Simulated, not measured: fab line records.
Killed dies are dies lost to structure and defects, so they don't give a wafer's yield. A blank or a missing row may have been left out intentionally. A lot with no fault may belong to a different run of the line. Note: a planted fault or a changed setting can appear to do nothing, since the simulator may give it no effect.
2 desks looking at one fault ; flow sky130 ; what lay behind the numbers comes last; until then each desk has only its own

## TOOL OWNER'S DESK, rtp-anneal-01
Per lot that ran on this tool, the mean of the sampled wafers carrying a number, from the tool's own readings at SKY_SD_N_RTA_14 (time 2 s). If a lot's mean is further than 4 standard deviations from the usual mean, the lot is out of limits and carries the mark OUT (the distance appears in the brackets).
Columns: A = lamp-power-pct at SKY_SD_N_RTA_14, usual 15.74 %; B = ramp-down-c-per-s at SKY_SD_N_RTA_14, usual 90.001; C = wafer_temp_C_max at SKY_SD_N_RTA_14, usual 1078.2
lot;first seen here;A;B;C
L925;day 29 05:33;15.74;89.993;1077.6
L927;day 29 23:23;15.76;89.998;1078.6
L930;day 31 06:54;15.80;90.008;1086.2 (+6.7) OUT
L933;day 31 21:02;15.85;89.988;1088.2 (+8.3) OUT
L941;day 34 03:29;15.77;90.019;1077.8
L943;day 34 15:08;15.75;90.012;1078.2
L945;day 35 12:26;15.74;90.005;1079.3
This desk's verdict: out of limits on L930, L933, starting with L930 at day 31 06:54 (wafer_temp_C_max at SKY_SD_N_RTA_14). Within limits: L925, L927, L941, L943, L945.

## FROM THE METROLOGY DESK
What the gauges read, lot by lot, whatever tool the lot ran on: means of the sampled wafers that have a number. If a lot's mean is further than 4 standard deviations from the usual mean, the lot is out of limits and carries the mark OUT (the distance appears in the brackets).
Columns: A = LDD_LDN_OVL at SKY_LDD_LDN_OVL_MEAS_07, usual -0.2 nm; B = SD_N_RS at SKY_SD_N_RS_MEAS_16, usual 68.59 ohm/sq; C = SD_P_RS at SKY_SD_N_RS_MEAS_17, usual 147.1 ohm/sq
lot;first seen here;A;B;C
L922;day 22 14:28;-1.7;68.57;147.2
L924;day 23 12:25;-0.7;68.62;147.4
L925;day 24 06:47;1.2;68.68;147.5
L926;day 24 07:40;0.5;68.52;146.9
L927;day 25 02:28;-0.8;68.50;146.8
L930;day 26 02:28;-0.2;66.97 (-14) OUT;139.4 (-23) OUT
L933;day 27 02:28;-1.3;67.03 (-13) OUT;138.9 (-25) OUT
L941;day 29 13:40;0.8;68.54;146.9
L943;day 30 01:04;1.2;68.75;147.6
L944;day 30 12:10;-1.6;68.60;146.6
L945;day 30 21:55;2.1;68.72;147.3
This desk's result: L930, L933 out of limits, first on L930 (SD_N_RS at SKY_SD_N_RS_MEAS_16), day 31 07:04. Within limits: L922, L924, L925, L926, L927, L941, L943, L944, L945.

## PUT TOGETHER
At day 31 06:54, on L930, L933, the tool owner's desk was in a position to raise an alarm.
L930, L933 would have let the metrology desk raise an alarm at day 31 07:04.
On rtp-anneal-01, each named lot ran SKY_SD_N_RTA_14.

## WHAT HAD BEEN PUT IN BY THE SIMULATOR
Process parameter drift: rtp-anneal-01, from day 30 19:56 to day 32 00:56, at SKY_SD_N_RTA_14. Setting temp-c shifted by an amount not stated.
Struck lots among those shown: L930, L933.
Delay (hours) between the fault's onset and each desk's first out-of-limits reading: 11 at the tool owner's desk, 11 at the metrology desk.
